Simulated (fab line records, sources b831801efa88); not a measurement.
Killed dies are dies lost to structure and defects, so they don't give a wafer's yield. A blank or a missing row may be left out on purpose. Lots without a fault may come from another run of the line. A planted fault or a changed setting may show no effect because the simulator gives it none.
fab line records | flow sky130
record lots=6 wafers=18 last_day=50
route steps=708 shown VIA1@472 METAL2@483 PAD_OPEN@708
lots that met no fault: from a run of the same line without faults
start_h: hours from the record's first day to the start of the lot's first wafer shown | wait_h: hours since the lot's step before | " the same as in the row above | L1.1+2: a row that stands for several wafers | - no value, or no start given | * or withheld: withheld | < > ~ a bound
route shown NAME@n: a module of which the file shows steps, and the number in the route of the first | usual: mean/standard deviation of fault-free wafers | same: alike in all rows | chamber/n: place in a boat | sites: the reading at each site | _std_site: their standard deviation | _edge_site: outer sites' mean less inner sites' | radius_mm: how far each site lies from the wafer's centre | mask NAME#n: copy n | behind: the tool/chamber that last shaped the wafer | hold: why the lot was held/for how many hours/how that ended | device: the transistor (n, p or np) that didn't switch | end of line: the same wafers' tests at the end of the route | a step without rows: its recipe alone | killed: dies lost to structure and defects at the first sort, not the wafer's yield | map: a wafer's dies, x killed, . not, _ none there
set.NAME: the setting as run; set.NAME@STEP: as run at that earlier step | model.NAME: the simulator's own value behind a step, which no gauge read
lots at some steps of the route; a table a step, a row a wafer
services: from which hour (start_h, from the record's first day; less than 0 if before it) a tool's chamber was out of use, for how many hours, and why
## steps
# step SKY_VIA1_ETCH_14
# recipe chemistry=N2/H2 target=BARC ion_energy_ev=200 source_w=500 bias_w=96.45 pressure_mtorr=30 n2_flow_sccm=100 h2_flow_sccm=200 stop_on=SiO2 time_s=45.9 target_depth_a=600
# step SKY_VIA1_ETCH_15
# recipe target=SiO2 chemistry=C4F8/O2/Ar target_depth_nm=351 stop_on=TiN mask_material=KrF-thick source_w=1500 bias_w=1200 pressure_mtorr=40 c4f8_flow_sccm=withheld O2_flow_sccm=6 Ar_flow_sccm=300 time_s=54
# usual oes_product_au=0.982/0.0064
# columns lot.wafer tool chamber start_h wait_h oes_product_au rf_hours_counter_h
L963.2 rie_diel-02 2 821.26 0.0 0.967 1
L963.3 " 0 " " 0.980 5
L963.6 " 0 " " 0.987 -
L965.1 rie_diel-03 0 838.36 0.0 0.968 9
L965.4 " 3 " " 0.980 5
L965.5 " 3 " " 0.978 -
L976.4 rie_diel-03 3 923.41 0.0 0.988 7
L976.5 " 1 " " 0.995 -
L976.6 " 0 " " 0.976 -
L978.3 rie_diel-02 3 933.71 0.0 0.986 4
L978.4 " 1 " " 0.978 14
L978.6 " 0 " " 0.980 -
L979.2 rie_diel-03 2 938.26 0.0 0.986 11
L979.5 " 3 " " 0.983 -
L979.6 " 0 " " 0.966 -
L982.2 rie_diel-04 1 963.43 0.0 0.980 14
L982.3 " 2 " " 0.984 12
L982.4 " 2 " " 0.976 -
# step SKY_VIA1_STRIP_16
# recipe chemistry=O2/N2 power_w=1400 pressure_mtorr=1500 platen_temp_c=withheld o2_flow_sccm=3000 n2_flow_sccm=300 overash_fraction=0.5
# usual drypump_motor_current_A=5.9/0.61 n2_flow_sccm=300.0/0.89 oes_product_au=0.416/0.0043 strip_time_to_endpoint_s=4.459/0.026
# columns lot.wafer tool chamber start_h wait_h drypump_motor_current_A n2_flow_sccm oes_product_au rf_hours_counter_h strip_time_to_endpoint_s
L963.2 plasma_asher-02 0 821.31 0.0 5.5 300.2 0.416 7 4.496
L963.3 " 1 " " 6.7 299.6 0.415 - 4.441
L963.6 " 1 " " 6.7 301.0 0.419 - 4.432
L965.1 plasma_asher-04 1 838.41 0.0 6.1 299.5 0.414 70 4.513
L965.4 " 0 " " 6.7 299.7 0.413 - 4.447
L965.5 " 1 " " 6.1 301.5 0.419 - 4.461
L976.4 plasma_asher-03 0 923.49 0.1 5.1 298.5 0.416 - 4.458
L976.5 " 0 " " 5.1 298.4 0.421 - 4.458
L976.6 " 1 " " 5.5 299.9 0.417 - 4.469
L978.3 plasma_asher-04 0 933.79 0.1 6.7 299.3 0.415 - 4.470
L978.4 " 1 " " 6.1 300.8 0.415 - 4.498
L978.6 " 0 " " 6.7 299.6 0.421 - 4.469
L979.2 plasma_asher-04 1 938.31 0.0 6.1 299.7 0.417 81 4.437
L979.5 " 0 " " 6.7 299.4 0.411 - 4.439
L979.6 " 1 " " 6.1 300.5 0.416 - 4.493
L982.2 plasma_asher-03 0 963.47 0.0 5.1 300.8 0.416 50 4.444
L982.3 " 0 " " 5.1 300.5 0.414 - 4.470
L982.4 " 1 " " 5.6 299.2 0.411 - 4.488
# step SKY_VIA1_STRIP_17
# recipe chemistry=post_etch_residue_remover time_s=1200 temp_c=72.5
# step SKY_VIA1_CLEAN_18
# recipe chemistry=IPA time_s=180 temp_c=25
# step SKY_VIA1_CLEAN_19
# recipe chemistry=O3/DIW dry=n2_spin
# step SKY_VIA1_SPUTTER_20
# recipe material=TiN target_thk_nm=20 chamber_pressure_pa=5 power_w=4000 time_s=80
# usual throttle_valve_pct=30.0/0.92
# columns lot.wafer tool chamber start_h wait_h throttle_valve_pct
L963.2 pvd_sputter-03 - 821.90 0.0 29.8
L963.3 " - " " 31.1
L963.6 " - " " 29.7
L965.1 pvd_sputter-04 - 839.03 0.0 29.3
L965.4 " - " " 30.2
L965.5 " - " " 28.4
L976.4 pvd_sputter-03 - 924.12 0.0 29.9
L976.5 " - " " 29.4
L976.6 " - " " 30.5
L978.3 pvd_sputter-04 - 934.35 0.0 29.4
L978.4 " - " " 31.0
L978.6 " - " " 28.7
L979.2 pvd_sputter-03 - 938.91 0.0 29.6
L979.5 " - " " 29.4
L979.6 " - " " 30.7
L982.2 pvd_sputter-04 - 964.06 0.0 29.4
L982.3 " - " " 30.2
L982.4 " - " " 31.1
# step SKY_VIA1_CVD_21
# recipe material=W target_thk_nm=270 time_s=80.902 temp_c=400 pressure_torr=40
# usual heater_power_w=830/140
# columns lot.wafer tool chamber start_h wait_h heater_power_w
L963.2 cvd_w-02 1 821.96 0.0 751
L963.3 " 0 " " 1035
L963.6 " 0 " " 1054
L965.1 cvd_w-01 1 839.09 0.0 661
L965.4 " 0 " " 932
L965.5 " 0 " " 896
L976.4 cvd_w-01 1 924.21 0.1 670
L976.5 " 0 " " 906
L976.6 " 1 " " 663
L978.3 cvd_w-01 1 934.44 0.1 646
L978.4 " 0 " " 868
L978.6 " 0 " " 921
L979.2 cvd_w-02 1 938.97 0.0 738
L979.5 " 1 " " 723
L979.6 " 0 " " 1036
L982.2 cvd_w-02 0 964.13 0.0 1028
L982.3 " 1 " " 725
L982.4 " 0 " " 1038
# step SKY_VIA1_RS_MEAS_22
# recipe thk_meas_gauge=four-point-probe reads=W_of_VIA1_CVD_21+TiN_of_VIA1_SPUTTER_20
# usual VIA1_W_RS=0.422/0.0081
# columns lot.wafer tool chamber start_h wait_h VIA1_W_RS[ohm/sq]
L963.2 film_metro-03 - 822.08 0.1 0.423
L963.3 " - " " 0.428
L963.6 " - " " 0.422
L965.1 film_metro-01 - 839.18 0.1 0.413
L965.4 " - " " 0.421
L965.5 " - " " 0.422
L976.4 film_metro-03 - 924.33 0.1 0.413
L976.5 " - " " 0.427
L976.6 " - " " 0.416
L978.3 film_metro-01 - 934.56 0.1 0.410
L978.4 " - " " 0.429
L978.6 " - " " 0.430
L979.2 film_metro-01 - 939.09 0.1 0.427
L979.5 " - " " 0.426
L979.6 " - " " 0.425
L982.2 film_metro-03 - 964.24 0.1 0.404
L982.3 " - " " 0.432
L982.4 " - " " 0.400
# step SKY_VIA1_THK_MEAS_23
# recipe thk_meas_gauge=xrf reads=W_of_VIA1_CVD_21
# usual VIA1_W_THK=274/5.8
# columns lot.wafer tool chamber start_h wait_h VIA1_W_THK[nm]
L963.2 film_metro-03 - 822.19 0.1 273
L963.3 " - " " 270
L963.6 " - " " 275
L965.1 film_metro-01 - 839.30 0.1 279
L965.4 " - " " 274
L965.5 " - " " 273
L976.4 film_metro-03 - 924.42 0.1 280
L976.5 " - " " 273
L976.6 " - " " 280
L978.3 film_metro-01 - 934.66 0.1 281
L978.4 " - " " 268
L978.6 " - " " 269
L979.2 film_metro-01 - 939.20 0.1 269
L979.5 " - " " 269
L979.6 " - " " 271
L982.2 film_metro-03 - 964.35 0.1 288
L982.3 " - " " 268
L982.4 " - " " 289
# step SKY_VIA1_CMP_24
# recipe stop_on=SiO2 t_overpolish_s=15 down_force_psi=3.5 platen_rpm=60 target_thk_nm=0 pad_velocity_m_s=0.94248
# usual motor_current_A=11.6/1.2 overpolish_run_s=15.001/0.009 slurry_flow_ml_min=150.0/0.44 time_to_endpoint_s=67/4.9
# columns lot.wafer tool chamber start_h wait_h motor_current_A overpolish_run_s slurry_flow_ml_min time_to_endpoint_s
L963.3 cmp-01 0 822.24 0.0 9.0 15.013 150.7 73
L963.2 " 3 " " 12.4 14.995 149.3 66
L963.6 " 1 " " 11.5 14.998 150.3 59
L965.4 cmp-02 0 839.41 0.1 12.6 14.992 149.6 71
L965.1 " 1 " " 12.0 15.007 149.4 68
L965.5 " 3 " " 11.7 15.007 150.2 67
L976.4 cmp-02 2 924.50 0.1 10.7 15.002 149.5 71
L976.6 " 1 " " 11.9 14.996 150.3 65
L976.5 " 2 " " 10.4 15.016 149.7 72
L978.3 cmp-01 1 934.70 0.0 11.0 15.005 149.3 62
L978.4 " 2 " " 12.4 15.000 149.8 72
L978.6 " 1 " " 11.4 15.005 149.8 60
L979.2 cmp-02 1 939.25 0.0 11.4 15.002 149.8 64
L979.5 " 1 " " 11.5 14.989 149.5 68
L979.6 " 2 " " 9.6 15.008 150.0 73
L982.3 cmp-01 3 964.40 0.0 13.1 14.995 149.4 58
L982.2 " 0 " " 9.7 15.006 150.0 64
L982.4 " 1 " " 10.8 15.005 150.3 59
# step SKY_METAL2_SPUTTER_00
# recipe material=Ti target_thk_nm=15 power_w=3000 time_s=10 chamber_pressure_pa=0.4
# step SKY_METAL2_SPUTTER_01
# recipe material=TiN target_thk_nm=20 power_w=6500 time_s=16.7 chamber_pressure_pa=0.4
# usual throttle_valve_pct=30.2/1
# columns lot.wafer tool chamber start_h wait_h throttle_valve_pct model.TiN_of_METAL2_SPUTTER_01.thk_nm
L963.2 pvd_sputter-01 - 822.56 0.0 29.6 20.14
L963.3 " - " " 30.5 19.96
L963.6 " - " " 32.0 20.02
L965.1 pvd_sputter-02 - 839.69 0.0 31.2 19.88
L965.4 " - " " 31.2 20.06
L965.5 " - " " 31.0 20.03
L976.4 pvd_sputter-02 - 924.77 0.0 29.2 19.24
L976.5 " - " " 31.1 14.69
L976.6 " - " " 29.5 19.27
L978.3 pvd_sputter-01 - 935.02 0.0 28.6 20.18
L978.4 " - " " 29.5 20.3
L978.6 " - " " 29.5 20.45
L979.2 pvd_sputter-02 - 939.57 0.0 31.1 14.67
L979.5 " - " " 30.9 14.56
L979.6 " - " " 30.9 19.75
L982.2 pvd_sputter-01 - 964.72 0.0 30.5 19.72
L982.3 " - " " 29.7 20.41
L982.4 " - " " 31.9 20.33
# step SKY_METAL2_SPUTTER_02
# recipe material=AlCu target_thk_nm=250 power_w=10600 time_s=13.3 chamber_pressure_pa=0.4
# step SKY_PAD_OPEN_PROBE_99
# usual defect_limited_yield=82.4/2 killed_at_M0_to_M3=44/7.9 killed_at_M4_up=3.1/2 killed_at_contacts=23/4.9 killed_at_front_end=15/3.9 killed_at_other=0.2/0.49 killed_dies=86/10 killed_on_rim=17/3.9 killed_open=47/7.1 killed_short=39/7.1 sort_bin_3_pad_short=0.9/0.41 sort_bin_5_function=10.4/1.5 sort_bin_6_memory=6.3/1 sort_n_pass=406/10 sort_yield_pct=82.4/2
# same gross_dies=492 killed_at_back_side=0 sort_bin_4_leakage[%]=0 sort_bin_8_speed[%]=0
# columns lot.wafer tool chamber start_h wait_h defect_limited_yield[%] killed_at_M0_to_M3 killed_at_M4_up killed_at_contacts killed_at_front_end killed_at_other killed_dies killed_on_rim killed_open killed_short sort_bin_3_pad_short[%] sort_bin_5_function[%] sort_bin_6_memory[%] sort_n_pass sort_yield_pct[%]
L963.2 prober-02 - 1099.64 0.1 79.5 52 5 25 18 1 101 19 47 53 2.4 11.6 6.5 391 79.5
L963.3 prober-02 - 1099.69 0.2 84.1 35 2 22 19 0 78 14 39 39 1.2 11.2 3.5 414 84.1
L963.6 prober-02 - 1099.84 0.2 80.9 56 0 22 16 0 94 19 57 37 0.6 12.8 5.7 398 80.9
L965.1 prober-02 - 1111.42 0.1 79.3 52 4 30 16 0 102 22 65 37 0.6 12.0 8.1 390 79.3
L965.4 prober-02 - 1111.57 0.2 80.7 53 3 30 9 0 95 16 53 42 0.6 12.2 6.5 397 80.7
L965.5 prober-02 - 1111.62 0.2 84.3 43 1 18 15 0 77 18 48 29 0.6 9.6 5.5 415 84.3
L976.4 prober-02 - 1173.98 0.2 78.7 47 5 31 22 0 105 26 55 50 1.0 12.4 7.9 387 78.7
L976.5 prober-02 - 1174.03 0.2 85.4 37 2 18 15 0 72 12 36 36 1.4 7.7 5.5 420 85.4
L976.6 prober-02 - 1174.08 0.2 86.2 32 1 19 16 0 68 16 43 25 0.8 8.1 4.9 424 86.2
L978.3 prober-01 - 1180.29 0.2 82.9 49 5 20 9 1 84 11 52 32 0.8 8.3 7.9 408 82.9
L978.4 prober-01 - 1180.34 0.2 83.3 48 4 19 11 0 82 14 42 40 1.4 9.8 5.5 410 83.3
L978.6 prober-01 - 1180.44 0.2 80.1 50 8 20 20 0 98 18 50 48 1.0 12.4 6.5 394 80.1
L979.2 prober-02 - 1184.34 0.1 81.7 46 5 22 16 1 90 17 46 44 0.4 10.8 7.1 402 81.7
L979.5 prober-02 - 1184.49 0.2 83.9 35 6 22 16 0 79 18 42 37 1.0 8.7 6.3 413 83.9
L979.6 prober-02 - 1184.54 0.2 83.9 43 2 27 7 0 79 15 44 35 1.0 8.9 6.1 413 83.9
L982.2 prober-01 - 1199.57 0.1 84.8 40 0 22 13 0 75 10 46 28 0.4 8.9 5.9 417 84.8
L982.3 prober-01 - 1199.62 0.2 85.8 38 3 18 11 0 70 14 43 27 0.2 6.9 7.1 422 85.8
L982.4 prober-01 - 1199.67 0.2 85.4 40 1 17 14 0 72 17 39 33 0.8 9.1 4.7 420 85.4
# killed by level:class
L963.2 VIA1:geometric_particle:open=11 METAL1:geometric_particle:short=8 VIA3:geometric_particle:open=7 LI_CONTACT:geometric_particle:open=7 VIA2:geometric_particle:open=7 POLY_GATE:geometric_particle:short=6 CONTACT:geometric_particle:short=6 CONTACT:geometric_particle:open=5
L963.3 CONTACT:geometric_particle:open=7 VIA1:geometric_particle:short=7 FIELD_ISO:geometric_particle:open=6 CONTACT:geometric_particle:short=6 VIA3:geometric_particle:open=5 FIELD_ISO:geometric_particle:short=4 VIA2:geometric_particle:short=4 METAL2:geometric_particle:short=4
L963.6 VIA1:geometric_particle:open=13 VIA3:geometric_particle:open=11 VIA1:geometric_particle:short=9 CONTACT:geometric_particle:open=8 METAL1:geometric_particle:short=7 VIA2:geometric_particle:open=7 VIA2:geometric_particle:short=6 FIELD_ISO:geometric_particle:open=5
L965.1 VIA1:geometric_particle:open=12 CONTACT:geometric_particle:open=11 VIA3:geometric_particle:open=10 VIA2:geometric_particle:open=8 LI_CONTACT:geometric_particle:open=6 VIA2:geometric_particle:short=6 FIELD_ISO:geometric_particle:open=5 LOCAL_INTERCONNECT:geometric_particle:short=5
L965.4 CONTACT:geometric_particle:open=14 VIA1:geometric_particle:open=11 VIA3:geometric_particle:open=9 METAL2:geometric_particle:short=7 VIA1:geometric_particle:short=6 LI_CONTACT:geometric_particle:open=5 LOCAL_INTERCONNECT:geometric_particle:short=5 CONTACT:geometric_particle:short=5
L965.5 VIA1:geometric_particle:open=13 CONTACT:geometric_particle:open=10 VIA3:geometric_particle:open=6 LI_CONTACT:geometric_particle:open=5 METAL2:geometric_particle:short=5 VIA2:geometric_particle:open=5 FIELD_ISO:geometric_particle:short=4 FIELD_ISO:geometric_particle:open=4
L976.4 CONTACT:geometric_particle:open=12 VIA1:geometric_particle:open=10 LI_CONTACT:geometric_particle:open=9 VIA3:geometric_particle:open=8 POLY_GATE:geometric_particle:short=7 METAL2:geometric_particle:short=6 VIA1:geometric_particle:short=5 METAL1:geometric_particle:short=5
L976.5 CONTACT:geometric_particle:open=8 VIA1:geometric_particle:short=7 FIELD_ISO:geometric_particle:short=5 VIA1:geometric_particle:open=5 LI_CONTACT:geometric_particle:open=4 METAL1:geometric_particle:short=4 VIA2:geometric_particle:open=4 POLY_GATE:geometric_particle:open=3
L976.6 VIA1:geometric_particle:open=9 LI_CONTACT:geometric_particle:open=8 VIA2:geometric_particle:open=7 CONTACT:geometric_particle:open=5 CONTACT:geometric_particle:short=4 VIA1:geometric_particle:short=4 FIELD_ISO:geometric_particle:short=3 POLY_GATE:geometric_particle:short=3
L978.3 VIA2:geometric_particle:open=10 VIA1:geometric_particle:open=9 VIA1:geometric_particle:short=8 VIA3:geometric_particle:open=8 LI_CONTACT:geometric_particle:open=7 CONTACT:geometric_particle:open=7 VIA3:geometric_particle:short=5 FIELD_ISO:geometric_particle:open=3
L978.4 VIA1:geometric_particle:open=12 VIA1:geometric_particle:short=9 VIA3:geometric_particle:open=6 CONTACT:geometric_particle:open=6 METAL2:geometric_particle:short=5 LI_CONTACT:geometric_particle:short=5 VIA2:geometric_particle:open=4 METAL4:geometric_particle:short=4
L978.6 VIA1:geometric_particle:open=16 FIELD_ISO:geometric_particle:short=9 CONTACT:geometric_particle:open=6 VIA1:geometric_particle:short=6 VIA3:geometric_particle:open=6 METAL3:geometric_particle:short=5 LOCAL_INTERCONNECT:geometric_particle:short=5 METAL2:geometric_particle:short=5
L979.2 CONTACT:geometric_particle:open=12 VIA1:geometric_particle:open=8 VIA1:geometric_particle:short=6 VIA2:geometric_particle:open=6 VIA3:geometric_particle:open=6 FIELD_ISO:geometric_particle:open=5 POLY_GATE:geometric_particle:short=5 METAL1:geometric_particle:short=5
L979.5 LI_CONTACT:geometric_particle:open=10 VIA2:geometric_particle:open=7 FIELD_ISO:geometric_particle:short=6 VIA1:geometric_particle:open=6 VIA2:geometric_particle:short=6 POLY_GATE:geometric_particle:short=5 METAL4:geometric_particle:short=5 CONTACT:geometric_particle:open=4
L979.6 LI_CONTACT:geometric_particle:open=8 CONTACT:geometric_particle:open=8 VIA3:geometric_particle:open=8 LOCAL_INTERCONNECT:geometric_particle:short=7 METAL2:geometric_particle:short=7 VIA2:geometric_particle:open=7 METAL1:geometric_particle:short=6 VIA1:geometric_particle:open=4
L982.2 VIA1:geometric_particle:open=14 CONTACT:geometric_particle:open=7 LOCAL_INTERCONNECT:geometric_particle:short=6 LI_CONTACT:geometric_particle:open=5 VIA3:geometric_particle:open=5 FIELD_ISO:geometric_particle:open=4 VIA2:geometric_particle:open=4 POLY_GATE:geometric_particle:short=3
L982.3 VIA1:geometric_particle:open=9 CONTACT:geometric_particle:open=7 METAL1:geometric_particle:short=6 METAL1:geometric_particle:open=6 VIA1:geometric_particle:short=5 LI_CONTACT:geometric_particle:open=4 VIA2:geometric_particle:open=4 FIELD_ISO:geometric_particle:open=3
L982.4 VIA1:geometric_particle:open=10 LI_CONTACT:geometric_particle:open=7 METAL1:geometric_particle:short=5 VIA3:geometric_particle:open=5 VIA2:geometric_particle:open=5 FIELD_ISO:geometric_particle:open=4 POLY_GATE:geometric_particle:short=4 VIA2:geometric_particle:short=4
## services
# columns tool chamber start_h hours kind
rie_diel-03 3 800.81 5.6 repair
cmp-02 - 801.43 4.5 pm
pvd_sputter-01 - 801.92 4.3 repair
rie_diel-03 3 806.83 8.4 repair
pvd_sputter-03 - 808.86 1.8 repair
pvd_sputter-02 - 811.43 4.6 repair
pvd_sputter-04 - 820.25 0.6 repair
cvd_w-02 - 820.79 0.7 repair
pvd_sputter-02 - 823.34 5.6 repair
cmp-02 - 849.00 0.5 repair
pvd_sputter-01 - 853.17 3.4 repair
pvd_sputter-04 - 856.74 1.1 repair
rie_diel-03 3 871.47 2.9 repair
rie_diel-03 - 879.02 2.0 repair
pvd_sputter-04 - 884.87 19.5 repair
cmp-02 - 895.95 0.8 repair
rie_diel-03 - 899.59 15.0 repair
cvd_w-02 - 904.00 14.0 pm
pvd_sputter-01 - 905.09 2.3 repair
cmp-01 - 912.00 4.0 pm
pvd_sputter-03 - 917.65 5.4 repair
pvd_sputter-02 - 947.45 3.3 repair
pvd_sputter-04 - 950.41 0.5 repair
pvd_sputter-03 - 958.88 1.4 repair
## key
first_sign none at tools or gauges
model_effect step=SKY_METAL2_SPUTTER_01 value=TiN_of_METAL2_SPUTTER_01.thk_nm without=19.71 struck=14.64
met_at SKY_METAL2_SPUTTER_01
struck_wafers L976.5,L979.2,L979.5
fault kind=process_parameter_drift tool=pvd_sputter-02 chamber=- onset_h=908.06 steps=SKY_METAL2_SPUTTER_01 channel=time_s offset=* shape=step end_h=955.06 acts_in=* stated=* scope=struck_wafers_only
